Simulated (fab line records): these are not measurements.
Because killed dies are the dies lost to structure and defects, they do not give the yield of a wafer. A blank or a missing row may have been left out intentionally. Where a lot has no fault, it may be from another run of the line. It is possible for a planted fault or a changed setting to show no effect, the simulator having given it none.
Chamber matching ; flow sky130 ; SKY_VIA1_CMP_24 on cmp-02 has 4 sister chambers
The step polishes, stops on SiO2, t overpolish 15 s, target thk 0 nm. 16 wafers are shown with their chamber, then 8 later ones without.

== WAFERS PAIRED WITH THEIR CHAMBERS ==
wafer;chamber;motor_current_A (A);time_to_endpoint_s (s);overpolish_run_s (s)
L961.2;0;10.0;73;15.005
L961.4;3;14.2;70;14.995
L961.5;2;11.2;63;15.004
L960.2;0;9.4;69;14.995
L960.3;2;12.0;64;14.996
L960.5;1;8.5;66;14.993
L962.1;3;13.9;72;15.013
L962.4;1;8.8;71;15.004
L962.5;0;9.7;72;14.997
L965.3;0;9.6;74;14.993
L965.5;2;11.4;64;14.993
L965.6;3;13.7;73;15.000
L968.1;1;8.8;71;14.989
L968.2;2;11.3;65;14.994
L968.3;0;9.6;75;14.989
L969.1;2;11.3;64;14.999

SIGNATURES, as means of the wafers listed above
reading;chamber 0;chamber 1;chamber 2;chamber 3;scatter within a chamber
motor_current_A;9.660;8.700;11.440;13.933;0.257
time_to_endpoint_s;72.60;69.33;64.00;71.67;1.93
overpolish_run_s;14.99580;14.99533;14.99720;15.00267;0.00654
Rule: a wafer lies at a distance from a chamber equal to the root of the sum of squares, over the readings, of (its reading less the chamber's mean, divided by the reading's scatter). The wafer belongs to the nearest chamber; if the next one is less than 2 further off, it can't be placed. How the scatter is found: for the shown wafers, subtract from each reading the mean of its chamber, square and add these, divide the total by (wafers less chambers), then take the root.

== WAFERS WITH NO CHAMBER GIVEN ==
wafer;motor_current_A (A);time_to_endpoint_s (s);overpolish_run_s (s)
L969.4;14.0;70;14.987
L969.5;13.9;69;15.018
L981.2;13.7;70;14.995
L981.5;14.3;71;14.983
L981.6;10.7;63;14.996
L983.2;14.3;69;15.000
L983.3;9.3;69;15.014
L983.5;9.0;69;15.001

== CHAMBER TAKEN BY EACH ==
wafer;from the rows above;in truth
L969.4;3;3
L969.5;3;3
L981.2;3;3
L981.5;3;3
L981.6;2;2
L983.2;3;3
L983.3;can't be placed: 0 or 1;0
L983.5;can't be placed: 1 or 0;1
Placed correctly: 6 of 8. Cannot be placed on the basis of these rows: 2; the candidates contain the true chamber in 2. Number placed wrongly: 0.
